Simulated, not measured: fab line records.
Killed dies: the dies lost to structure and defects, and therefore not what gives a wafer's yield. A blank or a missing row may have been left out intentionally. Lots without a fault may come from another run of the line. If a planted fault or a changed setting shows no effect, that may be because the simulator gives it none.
Check of tool commonality -- flow gf180mcu -- Lots sampled 13, wafers sampled 45

== WHY THIS WAS OPENED ==
At GF_HV_LDD_RS_MEAS_53 the reading HV_LDD_RS is flagged on 2 of 13 lots. No-fault wafers: 418.0 ohm/sq, standard deviation 0.97.
Rule: a lot is flagged when every wafer of it that has a number lies more than 4 standard deviations from that mean, or none has a number. The rest of the lots are taken to be sound.

lot,measured,on,"HV_LDD_RS (ohm/sq), wafer by wafer",flag
L532,day 12 10:43,film_metro-04,418.3 417.4 418.1,
L534,day 12 22:08,film_metro-02,417.7 418.9 418.3,
L535,day 13 08:55,film_metro-01,417.0 417.8 418.1,
L536,day 14 00:52,film_metro-01,417.3 417.4 417.5,
L537,day 14 07:14,film_metro-01,418.9 417.8 417.7,
L538,day 14 13:02,film_metro-04,417.9 417.5 417.1,
L539,day 14 17:56,film_metro-02,418.7 418.2 417.3,
L541,day 15 17:29,film_metro-01,415.9 416.7 416.3,
L542,day 16 01:38,film_metro-02,422.8 424.5 422.8 423.1 423.4 423.8,FLAGGED
L543,day 16 10:52,film_metro-02,424.2 423.2 423.8 424.7 423.9 423.5,FLAGGED
L544,day 16 14:06,film_metro-04,418.9 418.1 419.1,
L549,day 18 06:05,film_metro-01,418.6 420.0 417.6,
L550,day 18 10:54,film_metro-01,419.1 419.5 419.4,
Average over the flagged lots: 423.6 ohm/sq; offset from the usual +5.6 ohm/sq, equal to +6 standard deviations.

== WHICH TOOL RAN EACH LOT ==
Before the reading, the record contains 2 process steps out of a 602-step route. Cell contents, in order: the tool; ch with the chambers the sampled wafers went through; the start.
lot,flag,GF_POLY_GATE_ETCH_13,GF_HV_LDD_IMPLANT_33
L532,,"rie_si-02 ch 1,3, day 9 04:14","implanter-01 ch 0, day 11 13:53"
L534,,"rie_si-02 ch 0,2,3, day 9 17:33","implanter-02 ch 0, day 12 02:53"
L535,,"rie_si-01 ch 0,1,3, day 10 03:33","implanter-04 ch 0, day 12 12:52"
L536,,"rie_si-01 ch 1,2, day 10 16:41","implanter-04 ch 0, day 13 03:46"
L537,,"rie_si-01 ch 0,1,2, day 10 21:33","implanter-02 ch 0, day 13 09:56"
L538,,"rie_si-01 ch 2,3, day 11 02:59","implanter-04 ch 0, day 13 14:52"
L539,,"rie_si-01 ch 0,2,3, day 11 08:20","implanter-04 ch 0, day 13 20:25"
L541,,"rie_si-02 ch 1,2, day 12 01:44","implanter-01 ch 0, day 14 18:56"
L542,FLAGGED,"rie_si-02 ch 0,2, day 12 08:02","implanter-04 ch 0, day 15 01:54"
L543,FLAGGED,"rie_si-01 ch 2,3, day 12 14:26","implanter-04 ch 0, day 15 11:17"
L544,,"rie_si-01 ch 2,3, day 12 21:17","implanter-02 ch 0, day 15 14:56"
L549,,"rie_si-01 ch 2,3, day 14 09:47","implanter-02 ch 0, day 17 06:08"
L550,,"rie_si-01 ch 0,2,3, day 14 13:28","implanter-02 ch 0, day 17 10:28"
What is done by these steps:
- GF_POLY_GATE_ETCH_13: etches poly-Si in HBr/Cl2, stops on SiO2, target depth 198.5 nm, time 69.6 s.
- GF_HV_LDD_IMPLANT_33
- GF_HV_LDD_RS_MEAS_53: measures by four-point-probe.

== FLAGGED AGAINST TOTAL, ONE TOOL AT A TIME (gauges that did the reading follow at the end) ==
step,tool,lots run,flagged,share of the flagged lots,sound lots run after its first flagged lot
GF_POLY_GATE_ETCH_13,rie_si-01,9,1,some,"3 (L544,L549,L550)"
GF_POLY_GATE_ETCH_13,rie_si-02,4,1,some,0
GF_HV_LDD_IMPLANT_33,implanter-01,2,0,none,-
GF_HV_LDD_IMPLANT_33,implanter-02,5,0,none,-
GF_HV_LDD_IMPLANT_33,implanter-04,6,2,all,0
GF_HV_LDD_RS_MEAS_53,film_metro-01,6,0,none,-
GF_HV_LDD_RS_MEAS_53,film_metro-02,4,2,all,0
GF_HV_LDD_RS_MEAS_53,film_metro-04,3,0,none,-

== WHAT THE TABLE ALLOWS ==
implanter-04 at GF_HV_LDD_IMPLANT_33 and film_metro-02 at GF_HV_LDD_RS_MEAS_53 are the 2 rows of the table that ran each flagged lot.
- implanter-04 at GF_HV_LDD_IMPLANT_33 ran 6 lots, 2 of them flagged. Last sound lot L539 at day 13 20:25, first flagged lot L542 at day 15 01:54; a fault beginning in between fits.
- film_metro-02 at GF_HV_LDD_RS_MEAS_53 ran 4 lots, 2 of them flagged. Last sound lot L539 at day 14 17:56, first flagged lot L542 at day 16 01:38; a fault beginning in between fits.
These 2 tools cannot be told apart by counting lots, since each of them fits a fault that started at some hour. More lots, or a look at what each step does to the wafer, might.

== WHAT HAD BEEN PUT IN BY THE SIMULATOR ==
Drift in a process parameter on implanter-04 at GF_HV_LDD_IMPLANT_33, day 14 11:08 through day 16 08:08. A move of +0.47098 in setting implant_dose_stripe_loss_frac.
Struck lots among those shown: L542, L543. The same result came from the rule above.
